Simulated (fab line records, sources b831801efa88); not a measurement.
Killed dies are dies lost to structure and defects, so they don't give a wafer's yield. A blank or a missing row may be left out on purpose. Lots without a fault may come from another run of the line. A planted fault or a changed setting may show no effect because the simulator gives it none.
fab line records | flow gf180mcu
record lots=5 wafers=15 last_day=34
route steps=602 shown V1@353 M2@362
lots that met no fault: from a run of the same line without faults
start_h: hours from the record's first day to the start of the lot's first wafer shown | wait_h: hours since the lot's step before | " the same as in the row above | L1.1+2: a row that stands for several wafers | - no value, or no start given | * or withheld: withheld | < > ~ a bound
route shown NAME@n: a module of which the file shows steps, and the number in the route of the first | usual: mean/standard deviation of fault-free wafers | same: alike in all rows | chamber/n: place in a boat | sites: the reading at each site | _std_site: their standard deviation | _edge_site: outer sites' mean less inner sites' | radius_mm: how far each site lies from the wafer's centre | mask NAME#n: copy n | behind: the tool/chamber that last shaped the wafer | hold: why the lot was held/for how many hours/how that ended | device: the transistor (n, p or np) that didn't switch | end of line: the same wafers' tests at the end of the route | a step without rows: its recipe alone | killed: dies lost to structure and defects at the first sort, not the wafer's yield | map: a wafer's dies, x killed, . not, _ none there
set.NAME: the setting as run; set.NAME@STEP: as run at that earlier step | model.NAME: the simulator's own value behind a step, which no gauge read
lots at some steps of the route; a table a step, a row a wafer
services: from which hour (start_h, from the record's first day; less than 0 if before it) a tool's chamber was out of use, for how many hours, and why
## steps
# step GF_V1_STRIP_18
# recipe chemistry=O2/N2 power_w=1400 pressure_mtorr=1500 platen_temp_c=250 o2_flow_sccm=3000 n2_flow_sccm=300 overash_fraction=0.5
# usual drypump_motor_current_A=6.05/0.25 heater_power_w=334/23 oes_product_au=0.592/0.0045
# columns lot.wafer tool chamber start_h wait_h drypump_motor_current_A heater_power_w oes_product_au rf_hours_counter_h
L081.2 plasma_asher-01 1 484.35 - 6.34 317 0.588 78
L081.4 " 0 " " 5.77 336 0.585 -
L081.6 " 0 " " 5.77 346 0.584 -
L088.2 plasma_asher-03 1 543.06 - 5.71 365 0.583 47
L088.3 " 0 " " 6.26 305 0.599 -
L088.4 " 1 " " 5.74 379 0.592 -
L089.1 plasma_asher-01 0 552.85 - 5.77 335 0.583 86
L089.3 " 1 " " 6.44 316 0.598 -
L089.5 " 1 " " 6.39 313 0.590 -
L094.2 plasma_asher-02 0 580.31 - 6.02 346 0.591 15
L094.3 " 0 " " 6.04 337 0.587 -
L094.6 " 0 " " 6.03 339 0.593 -
L097.3 plasma_asher-02 0 600.23 - 6.07 335 0.592 -
L097.4 " 1 " " 6.17 338 0.589 -
L097.6 " 1 " " 6.14 335 0.591 -
# step GF_V1_STRIP_19
# recipe chemistry=post_etch_residue_remover time_s=1200 temp_c=72.5
# usual bath_heat_duty_pct=15.1/1.6
# columns lot.wafer tool chamber start_h wait_h bath_heat_duty_pct
L081.2 wet_bench-02 0 484.45 0.1 17.7
L081.4 " 0 " " 17.7
L081.6 " 0 " " 18.1
L088.2 wet_bench-02 0 543.16 0.1 18.4
L088.3 " 0 " " 17.5
L088.4 " 0 " " 17.6
L089.1 wet_bench-02 1 552.95 0.1 14.2
L089.3 " 1 " " 15.6
L089.5 " 1 " " 14.9
L094.2 wet_bench-01 3 580.41 0.1 13.2
L094.3 " 3 " " 14.1
L094.6 " 3 " " 13.8
L097.3 wet_bench-02 1 600.30 0.0 15.5
L097.4 " 1 " " 16.4
L097.6 " 1 " " 16.8
# step GF_V1_CLEAN_20
# recipe chemistry=DIW dry=n2_spin
# columns lot.wafer tool chamber start_h wait_h
L081.2+4+6 wet_bench-04 0 484.82 0.0
L088.2+3+4 wet_bench-04 0 543.54 0.0
L089.1+3+5 wet_bench-01 0 553.29 0.0
L094.2+3+6 wet_bench-02 2 580.76 0.0
L097.3+4+6 wet_bench-01 1 600.64 0.0
# step GF_V1_SPUTTER_21
# recipe material=Ti target_thk_nm=15 chamber_pressure_pa=5 power_w=2500 substrate_temp_c=200 time_s=80.02
# usual throttle_valve_pct=30.8/0.86
# columns lot.wafer tool chamber start_h wait_h throttle_valve_pct
L081.2 pvd_sputter-03 - 484.91 0.0 29.0
L081.4 " - " " 30.5
L081.6 " - " " 30.6
L088.2 pvd_sputter-03 - 543.64 0.0 31.7
L088.3 " - " " 30.8
L088.4 " - " " 28.7
L089.1 pvd_sputter-03 - 553.39 0.0 30.8
L089.3 " - " " 28.7
L089.5 " - " " 30.8
L094.2 pvd_sputter-03 - 580.85 0.0 31.5
L094.3 " - " " 30.3
L094.6 " - " " 30.6
L097.3 pvd_sputter-03 - 600.73 0.0 30.4
L097.4 " - " " 31.4
L097.6 " - " " 30.6
# step GF_V1_SPUTTER_22
# recipe material=TiN target_thk_nm=10 chamber_pressure_pa=5 power_w=4000 time_s=40
# usual throttle_valve_pct=30.8/0.86
# columns lot.wafer tool chamber start_h wait_h throttle_valve_pct
L081.2 pvd_sputter-03 - 484.97 0.0 28.8
L081.4 " - " " 30.3
L081.6 " - " " 30.6
L088.2 pvd_sputter-03 - 543.70 0.0 31.5
L088.3 " - " " 30.6
L088.4 " - " " 28.7
L089.1 pvd_sputter-03 - 553.45 0.0 30.9
L089.3 " - " " 29.0
L089.5 " - " " 30.9
L094.2 pvd_sputter-03 - 580.91 0.0 31.3
L094.3 " - " " 30.3
L094.6 " - " " 30.5
L097.3 pvd_sputter-03 - 600.79 0.0 30.5
L097.4 " - " " 31.5
L097.6 " - " " 30.3
# step GF_V1_CVD_23
# recipe material=W target_thk_nm=350 time_s=105.05 temp_c=400 pressure_torr=40
# usual chamber_pressure_Torr=39.99/0.085 heater_power_w=892/78
# columns lot.wafer tool chamber start_h wait_h chamber_pressure_Torr heater_power_w
L081.2 cvd_w-02 1 485.01 0.0 39.97 938
L081.4 " 0 " " 39.89 794
L081.6 " 0 " " 39.96 811
L088.2 cvd_w-01 0 543.74 0.0 40.12 822
L088.3 " 1 " " 40.09 1001
L088.4 " 0 " " 40.01 836
L089.1 cvd_w-01 1 553.49 0.0 39.95 974
L089.3 " 1 " " 39.86 990
L089.5 " 0 " " 40.05 822
L094.2 cvd_w-02 1 580.95 0.0 40.12 949
L094.3 " 1 " " 40.11 940
L094.6 " 1 " " 40.14 940
L097.3 cvd_w-02 0 600.87 0.1 39.97 804
L097.4 " 1 " " 39.99 976
L097.6 " 1 " " 40.02 950
# step GF_V1_RS_MEAS_24
# recipe thk_meas_gauge=four-point-probe reads=W_of_V1_CVD_23+TiN_of_V1_SPUTTER_22+Ti_of_V1_SPUTTER_21
# usual V1_W_RS=0.325/0.006
# columns lot.wafer tool chamber start_h wait_h V1_W_RS[ohm/sq]
L081.2 film_metro-03 - 485.14 0.1 0.332
L081.4 " - " " 0.324
L081.6 " - " " 0.322
L088.2 film_metro-04 - 543.87 0.1 0.318
L088.3 " - " " 0.329
L088.4 " - " " 0.320
L089.1 film_metro-03 - 553.60 0.1 0.326
L089.3 " - " " 0.324
L089.5 " - " " 0.316
L094.2 film_metro-03 - 581.08 0.1 0.334
L094.3 " - " " 0.338
L094.6 " - " " 0.334
L097.3 film_metro-04 - 601.02 0.1 0.331
L097.4 " - " " 0.333
L097.6 " - " " 0.332
# step GF_V1_THK_MEAS_25
# recipe thk_meas_gauge=xrf reads=W_of_V1_CVD_23
# usual V1_W_THK=359/7.7
# columns lot.wafer tool chamber start_h wait_h V1_W_THK[nm]
L081.2 film_metro-03 - 485.25 0.1 355
L081.4 " - " " 361
L081.6 " - " " 363
L088.2 film_metro-04 - 543.98 0.1 368
L088.3 " - " " 354
L088.4 " - " " 368
L089.1 film_metro-03 - 553.72 0.1 360
L089.3 " - " " 363
L089.5 " - " " 371
L094.2 film_metro-03 - 581.19 0.1 350
L094.3 " - " " 346
L094.6 " - " " 349
L097.3 film_metro-04 - 601.12 0.1 356
L097.4 " - " " 351
L097.6 " - " " 352
# step GF_V1_CMP_26
# recipe stop_on=SiO2 down_force_psi=3.5 platen_rpm=60 t_overpolish_s=15 target_thk_nm=0 pad_velocity_m_s=0.94248
# usual motor_current_A=12.1/0.73 overpolish_run_s=15.001/0.0088 time_to_endpoint_s=86/4.3
# columns lot.wafer tool chamber start_h wait_h motor_current_A overpolish_run_s time_to_endpoint_s
L081.2 cmp-02 2 485.35 0.1 12.9 14.994 80
L081.4 " 3 " " 11.7 15.002 87
L081.6 " 1 " " 12.4 14.997 82
L088.4 cmp-01 1 544.08 0.1 12.8 14.997 86
L088.3 " 2 " " 12.5 14.993 89
L088.2 " 3 " " 10.9 15.009 86
L089.3 cmp-02 0 553.83 0.1 12.6 15.001 92
L089.1 " 1 " " 12.1 15.010 83
L089.5 " 3 " " 11.8 14.995 95
L094.3 cmp-01 0 581.34 0.1 11.0 14.998 83
L094.2 " 1 " " 12.4 14.994 79
L094.6 " 3 " " 11.8 15.000 81
L097.3 cmp-01 3 601.21 0.1 11.3 14.999 85
L097.4 " 0 " " 10.9 14.989 86
L097.6 " 2 " " 12.6 15.002 87
# step GF_M2_SPUTTER_00
# recipe material=Ti target_thk_nm=37.5 arriving_ion_energy_ev=80 substrate_temp_c=200 chamber_pressure_pa=2 power_w=4000 time_s=150
# usual throttle_valve_pct=30.3/1.1
# columns lot.wafer tool chamber start_h wait_h throttle_valve_pct
L081.2 pvd_sputter-02 - 485.60 0.2 28.9
L081.4 " - " " 28.9
L081.6 " - " " 31.1
L088.2 pvd_sputter-01 - 544.33 0.1 30.8
L088.3 " - " " 32.0
L088.4 " - " " 31.2
L089.1 pvd_sputter-01 - 554.08 0.1 30.7
L089.3 " - " " 30.9
L089.5 " - " " 31.8
L094.2 pvd_sputter-03 - 581.54 0.1 28.8
L094.3 " - " " 31.3
L094.6 " - " " 28.7
L097.3 pvd_sputter-01 - 601.46 0.2 31.0
L097.4 " - " " 31.2
L097.6 " - " " 32.0
## services
# columns tool chamber start_h hours kind
pvd_sputter-03 2 465.23 - consumable_replace:kit
pvd_sputter-03 2 465.23 18.0 scheduled_down
pvd_sputter-03 2 465.23 18.0 vent_cycle
plasma_asher-02 - 468.66 0.7 repair
cmp-01 - 474.55 0.8 repair
pvd_sputter-01 3 475.58 - consumable_replace:kit
pvd_sputter-01 3 475.58 18.0 scheduled_down
pvd_sputter-01 3 475.58 18.0 vent_cycle
cvd_w-02 - 492.55 6.2 repair
cmp-02 - 495.84 5.4 pm
cmp-02 - 504.08 0.8 repair
plasma_asher-02 - 509.73 1.9 repair
plasma_asher-02 - 512.98 2.9 repair
cmp-02 - 531.72 1.3 repair
pvd_sputter-03 - 544.75 7.7 repair
plasma_asher-02 - 550.72 3.0 repair
cmp-01 - 572.13 4.0 pm
cvd_w-02 - 575.72 1.5 repair
cmp-01 - 576.13 - consumable_replace:conditioner
cmp-01 - 576.13 - consumable_replace:pad
plasma_asher-01 - 582.29 2.9 repair
## key
fault none
